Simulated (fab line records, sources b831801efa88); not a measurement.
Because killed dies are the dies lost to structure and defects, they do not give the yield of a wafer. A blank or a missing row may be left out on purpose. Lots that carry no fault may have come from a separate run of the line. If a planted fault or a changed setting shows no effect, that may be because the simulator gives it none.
Which tool is to blame?    flow sky130    14 lots, 42 wafers sampled, at 4 steps of a route of 708

WHAT THE GAUGES SHOWED, per wafer
No reading from a measuring or inspecting step in the record can be judged against a usual standard deviation.

EACH LOT AND THE TOOL THAT RAN IT (in order: tool; ch and the chambers of the sampled wafers; start)
lot   SKY_CONTACT_CVD_24             SKY_CONTACT_CMP_27             SKY_METAL1_SPUTTER_00         SKY_METAL1_DEVELOP_14
L244  cvd_w-01 ch 0, day 31 16:40    cmp-02 ch 0,1,2, day 31 17:08  pvd_sputter-04, day 31 17:26  litho_track-02 ch 0, day 32 19:00
L245  cvd_w-01 ch 1, day 32 09:25    cmp-01 ch 0,1,3, day 32 09:43  pvd_sputter-02, day 32 10:01  litho_track-04 ch 0, day 33 12:00
L246  cvd_w-01 ch 0,1, day 32 14:45  cmp-01 ch 0,2,3, day 32 15:05  pvd_sputter-04, day 32 15:20  litho_track-01 ch 0, day 33 17:00
L247  cvd_w-01 ch 0,1, day 33 04:05  cmp-02 ch 1,2, day 33 04:22    pvd_sputter-04, day 33 04:40  litho_track-02 ch 0, day 34 07:00
L248  cvd_w-02 ch 0,1, day 33 09:58  cmp-01 ch 0,1, day 33 10:15    pvd_sputter-02, day 33 10:33  litho_track-04 ch 0, day 34 12:00
L249  cvd_w-02 ch 0,1, day 33 16:57  cmp-01 ch 0,2, day 33 17:17    pvd_sputter-04, day 33 17:32  litho_track-02 ch 0, day 34 20:00
L252  cvd_w-01 ch 0,1, day 34 10:39  cmp-01 ch 0,2,3, day 34 10:57  pvd_sputter-02, day 34 11:12  litho_track-02 ch 0, day 35 14:00
L251  cvd_w-02 ch 0,1, day 34 11:47  cmp-02 ch 2,3, day 34 12:05    pvd_sputter-04, day 34 12:23  litho_track-02 ch 0, day 35 15:00
L253  cvd_w-02 ch 0,1, day 34 22:49  cmp-02 ch 1,2,3, day 34 23:12  pvd_sputter-02, day 34 23:24  litho_track-01 ch 0, day 36 01:00
L254  cvd_w-02 ch 0,1, day 35 09:43  cmp-02 ch 0,1, day 35 10:01    pvd_sputter-02, day 35 10:16  litho_track-04 ch 0, day 36 12:00
L255  cvd_w-01 ch 0,1, day 35 10:36  cmp-01 ch 1,2, day 35 10:53    pvd_sputter-02, day 35 11:11  litho_track-04 ch 0, day 36 13:00
L256  cvd_w-02 ch 0,1, day 35 20:28  cmp-01 ch 1,2,3, day 35 20:51  pvd_sputter-04, day 35 21:03  litho_track-04 ch 0, day 36 23:00
L258  cvd_w-02 ch 0,1, day 36 12:49  cmp-02 ch 1,2,3, day 36 13:04  pvd_sputter-02, day 36 13:22  litho_track-02, day 37 14:00
L259  cvd_w-01 ch 0,1, day 36 22:14  cmp-02 ch 1,2, day 36 22:32    pvd_sputter-02, day 36 22:47  litho_track-02, day 38 01:00
- SKY_CONTACT_CVD_24: deposits W, target thk 340 nm, time 102.12 s.
- SKY_CONTACT_CMP_27: polishes, stops on SiO2, t overpolish 15 s, target thk 0 nm.
- SKY_METAL1_SPUTTER_00: material Ti, target thk 15 nm, time 10 s.
- SKY_METAL1_DEVELOP_14: develop time 60 s.

WHAT THE TOOLS THEMSELVES READ (means of the sampled wafers that have a number; where no wafer has one, the mark that the record gives instead)
SKY_CONTACT_CVD_24. Usual: heater_power_w 799 W, standard deviation 35.
lot   tool      heater_power_w (W)  flag
L244  cvd_w-01  747                 
L245  cvd_w-01  803                 
L246  cvd_w-01  771                 
L247  cvd_w-01  764                 
L248  cvd_w-02  803                 
L249  cvd_w-02  816                 
L252  cvd_w-01  764                 
L251  cvd_w-02  796                 
L253  cvd_w-02  818                 
L254  cvd_w-02  812                 
L255  cvd_w-01  796                 
L256  cvd_w-02  817                 
L258  cvd_w-02  828                 
L259  cvd_w-01  772                 

SKY_CONTACT_CMP_27. Usual: edge_zone_pressure_frac 1.000, standard deviation 0.0046; motor_current_A 10.7 A, standard deviation 1.4; overpolish_run_s 14.999 s, standard deviation 0.0092; time_to_endpoint_s 82.8 s, standard deviation 2.4.
lot   tool    edge_zone_pressure_frac  motor_current_A (A)  overpolish_run_s (s)  time_to_endpoint_s (s)  flag
L244  cmp-02  1.002                    10.3                 14.999                85.5                    
L245  cmp-01  1.000                    10.6                 15.003                82.1                    
L246  cmp-01  1.003                    11.4                 15.001                80.0                    
L247  cmp-02  0.995                    9.6                  15.001                83.4                    
L248  cmp-01  1.001                    11.3                 14.995                83.7                    
L249  cmp-01  1.002                    11.9                 14.992                83.6                    
L252  cmp-01  0.995                    11.1                 15.009                80.0                    
L251  cmp-02  1.005                    11.3                 15.009                83.6                    
L253  cmp-02  0.999                    10.6                 14.998                81.9                    
L254  cmp-02  0.999                    9.9                  14.992                79.3                    
L255  cmp-01  0.998                    12.8                 14.999                84.6                    
L256  cmp-01  0.999                    11.3                 15.004                84.1                    
L258  cmp-02  0.999                    10.5                 15.002                82.8                    
L259  cmp-02  1.006                    10.5                 14.995                85.4                    

SKY_METAL1_SPUTTER_00. Usual: throttle_valve_pct 30.3 %, standard deviation 0.68.
lot   tool            throttle_valve_pct (%)  flag
L244  pvd_sputter-04  30.2                    
L245  pvd_sputter-02  30.7                    
L246  pvd_sputter-04  30.2                    
L247  pvd_sputter-04  30.2                    
L248  pvd_sputter-02  30.8                    
L249  pvd_sputter-04  30.1                    
L252  pvd_sputter-02  30.6                    
L251  pvd_sputter-04  30.1                    
L253  pvd_sputter-02  30.6                    
L254  pvd_sputter-02  30.3                    
L255  pvd_sputter-02  30.8                    
L256  pvd_sputter-04  29.8                    
L258  pvd_sputter-02  30.4                    
L259  pvd_sputter-02  30.5                    

SKY_METAL1_DEVELOP_14. Usual: chill_plate_temp_C 23.01 C, standard deviation 0.11.
lot   tool            chill_plate_temp_C (C)  flag
L244  litho_track-02  22.97                   
L245  litho_track-04  22.82                   
L246  litho_track-01  22.98                   
L247  litho_track-02  23.06                   
L248  litho_track-04  22.99                   
L249  litho_track-02  23.06                   
L252  litho_track-02  23.00                   
L251  litho_track-02  22.96                   
L253  litho_track-01  22.97                   
L254  litho_track-04  23.07                   
L255  litho_track-04  22.94                   
L256  litho_track-04  23.13                   
L258  litho_track-02  -                       OFF
L259  litho_track-02  -                       OFF

THE ANSWER, worked out from the rows above alone
Rule: lot off if the mean of its wafers having a number is beyond 3 standard deviations from the usual mean. A lot without any number at a reading at which 4 lots or more have one is off too. Where the step has rows for the other lots, those lots are counted as sound. After the gauges, taken in route order, come the tools' own readings; for these a lot's mean is taken, as printed above. At the first step where some lot is off, the reading lying furthest off is the one used; lots without a number count as furthest.
Off: L258, L259, at SKY_METAL1_DEVELOP_14 (chill_plate_temp_C). Without a number there: L258, L259.
A tool fits if, at that step or a process step before it, it ran every lot that is off, and no sound lot after the first of them. Can't be told from this: 3 tools fit, cmp-02 at SKY_CONTACT_CMP_27, pvd_sputter-02 at SKY_METAL1_SPUTTER_00, litho_track-02 at SKY_METAL1_DEVELOP_14.

WHAT HAD BEEN PUT IN BY THE SIMULATOR
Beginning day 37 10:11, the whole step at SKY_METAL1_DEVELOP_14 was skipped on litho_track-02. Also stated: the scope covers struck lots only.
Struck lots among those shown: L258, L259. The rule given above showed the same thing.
